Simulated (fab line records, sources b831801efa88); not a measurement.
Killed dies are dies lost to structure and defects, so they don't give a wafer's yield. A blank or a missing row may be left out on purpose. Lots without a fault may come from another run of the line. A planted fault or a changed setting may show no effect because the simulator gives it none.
Which tool did it? | flow gf180mcu | 14 lots, 42 wafers sampled, at 4 steps of a route of 602

WHAT THE GAUGES READ, wafer by wafer
GF_MVSD_OVL_MEAS_07. Usual: MVSD_OVL -0.3 nm, standard deviation 1.5.
lot  | measured     | on         | MVSD_OVL (nm)  | flag
L854 | day 4 12:16  | overlay-02 | 0.6 1.1 0.3    |
L855 | day 4 18:13  | overlay-01 | -3.2 -2.4 -2.6 |
L856 | day 5 00:16  | overlay-01 | 2.6 -2.3 -0.9  |
L857 | day 5 06:01  | overlay-02 | -0.1 0.8 1.8   |
L858 | day 5 10:41  | overlay-02 | 1.8 1.5 1.4    |
L859 | day 5 16:37  | overlay-02 | 0.6 -1.9 0.8   |
L860 | day 5 21:46  | overlay-02 | 2.4 1.2 1.5    |
L864 | day 6 19:31  | overlay-02 | -1.8 -3.0 -3.1 |
L866 | day 7 05:43  | overlay-02 | 0.2 0.1 0.8    |
L868 | day 7 17:46  | overlay-01 | -0.2 -0.8 0.2  |
L869 | day 7 22:52  | overlay-02 | 2.2 0.1 1.4    |
L875 | day 9 14:34  | overlay-02 | 2.4 -0.5 -1.6  |
L876 | day 10 01:04 | overlay-02 | 2.1 1.1 0.0    |
L877 | day 10 02:22 | overlay-01 | 0.8 -0.9 0.3   |

GF_VT_IMPLANT_OVL_MEAS_29. Usual: VT_IMPLANT_02_OVL -0.2 nm, standard deviation 1.2.
lot  | measured     | on         | VT_IMPLANT_02_OVL (nm) | flag
L854 | day 6 22:04  | overlay-02 | -1.6 -1.1 -2.5         |
L855 | day 7 03:38  | overlay-02 | 1.0 1.4 -1.5           |
L856 | day 7 10:42  | overlay-01 | -0.3 0.5 -1.1          |
L857 | day 7 17:28  | overlay-01 | 1.3 -0.8 -1.2          |
L858 | day 7 21:55  | overlay-02 | 1.0 -1.5 1.8           |
L859 | day 8 03:22  | overlay-02 | -2.0 -1.1 -0.9         |
L860 | day 8 10:18  | overlay-02 | -0.2 -0.4 1.6          |
L864 | day 9 14:17  | overlay-01 | -0.7 -1.9 -1.1         |
L866 | day 10 00:12 | overlay-01 | 0.3 1.3 0.9            |
L868 | day 10 16:52 | overlay-01 | 1.5 -0.1 -0.2          |
L869 | day 10 21:18 | overlay-02 | 0.9 0.7 0.0            |
L875 | day 12 18:36 | overlay-02 | -2.4 -0.6 -0.9         |
L876 | day 13 06:18 | overlay-02 | 0.5 0.9 -1.3           |
L877 | day 13 06:36 | overlay-02 | 0.3 -1.3 0.4           |

GF_POLY_GATE_THK_MEAS_17. Usual: POLY_GATE_OXIDATION_THK 4.02 nm, standard deviation 0.092.
lot  | measured     | on            | POLY_GATE_OXIDATION_THK (nm) | flag
L854 | day 9 06:40  | film_metro-01 | 4.02 4.08 4.10               |
L855 | day 9 14:01  | film_metro-03 | 3.91 3.95 3.98               |
L856 | day 9 21:20  | film_metro-02 | 3.97 4.07 4.02               |
L857 | day 10 05:17 | film_metro-03 | 3.88 3.92 3.89               |
L858 | day 10 13:19 | film_metro-03 | 4.06 4.07 4.12               |
L859 | day 10 17:04 | film_metro-01 | 4.12 4.06 4.05               |
L860 | day 10 23:41 | film_metro-01 | 4.06 3.93 3.97               |
L864 | day 12 09:33 | film_metro-01 | 4.01 4.11 4.01               |
L866 | day 12 17:46 | film_metro-03 | 4.12 4.15 4.14               |
L868 | day 13 10:17 | film_metro-02 | 4.15 4.18 4.03               |
L869 | day 13 15:28 | film_metro-01 | 4.04 4.06 3.93               |
L875 | day 15 18:14 | film_metro-02 | 4.08 4.13 3.96               |
L876 | day 16 06:05 | film_metro-02 | 4.05 3.97 4.05               |
L877 | day 16 09:04 | film_metro-01 | 3.98 3.97 3.91               |

WHICH TOOL RAN EACH LOT (tool, then ch and the chambers of the sampled wafers, then the start)
lot  | GF_NWELL_IMPLANT_08
L854 | implanter-01 ch 0, day 3 09:19
L855 | implanter-04 ch 0, day 3 14:47
L856 | implanter-03 ch 0, day 3 21:04
L857 | implanter-04 ch 0, day 4 01:19
L858 | implanter-04 ch 0, day 4 06:29
L859 | implanter-03 ch 0, day 4 12:00
L860 | implanter-04 ch 0, day 4 16:34
L864 | implanter-01 ch 0, day 5 15:24
L866 | implanter-04 ch 0, day 6 00:31
L868 | implanter-01 ch 0, day 6 10:14
L869 | implanter-04 ch 0, day 6 15:22
L875 | implanter-03 ch 0, day 8 04:59
L876 | implanter-03 ch 0, day 8 13:22
L877 | implanter-01 ch 0, day 8 14:49
- GF_NWELL_IMPLANT_08

WHAT THE TOOLS THEMSELVES READ (means of the sampled wafers that have a number; where no wafer has one, the mark that the record gives instead)
GF_NWELL_IMPLANT_08. Usual: beam_energy_keV 450.00, standard deviation 0.14; dose_ions_cm2 1.5e+13, standard deviation 1.5e+10.
lot  | tool         | beam_energy_keV | dose_ions_cm2 | flag
L854 | implanter-01 | 449.82          | 1.5e+13       |
L855 | implanter-04 | 449.83          | 1.5e+13       |
L856 | implanter-03 | 449.95          | 1.5e+13       |
L857 | implanter-04 | 450.03          | 1.5e+13       |
L858 | implanter-04 | 449.90          | 1.5e+13       |
L859 | implanter-03 | 449.94          | 1.5e+13       |
L860 | implanter-04 | 449.85          | 1.5e+13       |
L864 | implanter-01 | 449.94          | 1.5e+13       |
L866 | implanter-04 | 469.24          | 1.5e+13       | OFF
L868 | implanter-01 | 450.01          | 1.5e+13       |
L869 | implanter-04 | 469.02          | 1.5e+13       | OFF
L875 | implanter-03 | 450.07          | 1.5e+13       |
L876 | implanter-03 | 450.16          | 1.5e+13       |
L877 | implanter-01 | 450.08          | 1.5e+13       |

THE ANSWER, worked out from the rows above alone
Rule: a lot is off if the mean of its wafers that have a number lies more than 3 standard deviations from the usual mean. A lot without any number at a reading at which 4 lots or more have one is off too. The other lots that the step has rows for count as sound. The gauges are gone through in route order, then the tools' own readings, and for those a lot's mean is taken as printed above. The first step at which some lot is off is used, and at that step the reading that is off furthest; a lot without a number counts as furthest.
Off: L866, L869, at GF_NWELL_IMPLANT_08 (beam_energy_keV).
A tool fits if, at that step or a process step before it, it ran every lot that is off, and no sound lot after the first of them. One fits: implanter-04 at GF_NWELL_IMPLANT_08. Its last sound lot is L860 (day 4 16:34), its first lot that is off L866 (day 6 00:31): a fault that began between those two fits.
The tool's own readings at GF_NWELL_IMPLANT_08 bear it out: on the lots that are off they differ by more than 5 times the standard deviation of the sound lots' means. beam_energy_keV reads 469.13 there against 449.96 on the sound lots.

WHAT THE SIMULATOR HAD PUT IN
Process parameter drift: implanter-04, from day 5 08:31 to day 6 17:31, at GF_NWELL_IMPLANT_08. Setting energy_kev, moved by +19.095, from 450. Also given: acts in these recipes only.
Lots struck among those shown: L866, L869. The rule above found the same.
